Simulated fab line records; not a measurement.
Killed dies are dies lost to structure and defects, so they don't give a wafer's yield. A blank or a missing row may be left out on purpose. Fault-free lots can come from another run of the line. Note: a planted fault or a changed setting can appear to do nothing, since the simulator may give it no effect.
2 desks, one fault || flow gf180mcu || each desk has only its own numbers; what lay behind them comes last

AT THE METROLOGY DESK
What the gauges read, lot by lot, whatever tool the lot ran on: means of the sampled wafers that have a number. The brackets show how far a lot's mean lies from the usual mean; more than 4 standard deviations puts the lot out of limits, marked OUT.
Columns: A = V3_W_RS at GF_V3_RS_MEAS_24, usual 0.329 ohm/sq; B = V3_W_THK at GF_V3_THK_MEAS_25, usual 346 nm
{"lot": "L831", "first seen here": "day 22 06:02", "A": 0.324, "B": 353}
{"lot": "L832", "first seen here": "day 22 18:08", "A": 0.326, "B": 344}
{"lot": "L833", "first seen here": "day 23 01:30", "A": 0.327, "B": 354}
{"lot": "L834", "first seen here": "day 23 11:42", "A": 0.328, "B": 352}
{"lot": "L835", "first seen here": "day 23 15:37", "A": 0.332, "B": 349}
{"lot": "L837", "first seen here": "day 24 10:35", "A": 0.334, "B": 340}
{"lot": "L840", "first seen here": "day 25 10:23", "A": 0.328, "B": 345}
{"lot": "L841", "first seen here": "day 25 19:44", "A": 0.334, "B": 341}
{"lot": "L845", "first seen here": "day 27 01:24", "A": "0.278 (-10) OUT", "B": "428 (+14) OUT"}
{"lot": "L852", "first seen here": "day 29 09:02", "A": 0.327, "B": 350}
{"lot": "L853", "first seen here": "day 29 22:50", "A": 0.330, "B": 346}
Finding of this desk: L845 out of limits, first seen on L845 at day 27 01:24 (V3_W_RS at GF_V3_RS_MEAS_24). In limits: L831, L832, L833, L834, L835, L837, L840, L841, L852, L853.

THE TOOL OWNER'S DESK: cvd_w-01
The tool's own readings at GF_V3_CVD_23 (deposits W, target thk 350 nm, time 104.9 s): means of the sampled wafers that have a number, for each lot that ran on this tool. The brackets show how far a lot's mean lies from the usual mean; more than 4 standard deviations puts the lot out of limits, marked OUT.
Columns: A = heater_power_outer_w at GF_V3_CVD_23, usual 501 W; B = heater_power_w at GF_V3_CVD_23, usual 835 W; C = susceptor_temp_C at GF_V3_CVD_23, usual 400.05 C
{"lot": "L831", "first seen here": "day 22 05:56", "A": 493, "B": 842, "C": 400.08}
{"lot": "L832", "first seen here": "day 22 18:01", "A": 491, "B": 822, "C": 400.04}
{"lot": "L833", "first seen here": "day 23 01:23", "A": 520, "B": 871, "C": 400.12}
{"lot": "L835", "first seen here": "day 23 15:31", "A": 494, "B": 837, "C": 400.09}
{"lot": "L837", "first seen here": "day 24 10:28", "A": 495, "B": 833, "C": 399.94}
{"lot": "L840", "first seen here": "day 25 10:12", "A": 491, "B": 837, "C": 400.05}
{"lot": "L841", "first seen here": "day 25 19:32", "A": 471, "B": 784, "C": 400.25}
{"lot": "L845", "first seen here": "day 27 01:16", "A": 534, "B": 930, "C": 400.30}
Result from this desk: across the 8 lots, nothing is out of limits.

PUT TOGETHER
On L845, the metrology desk was in a position to raise an alarm at day 27 01:24.
Nothing out of limits was seen by the tool owner's desk.
The tool owner's desk has L845 on record, within its limits.
All the named lots went through GF_V3_CVD_23 on cvd_w-01.

WHAT THE SIMULATOR HAD INSERTED
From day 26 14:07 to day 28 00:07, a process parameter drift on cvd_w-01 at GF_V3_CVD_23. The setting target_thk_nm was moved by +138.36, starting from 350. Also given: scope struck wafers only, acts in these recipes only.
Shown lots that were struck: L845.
Per desk, hours elapsed from the start of the fault to the first reading out of limits: for the metrology desk, 11.
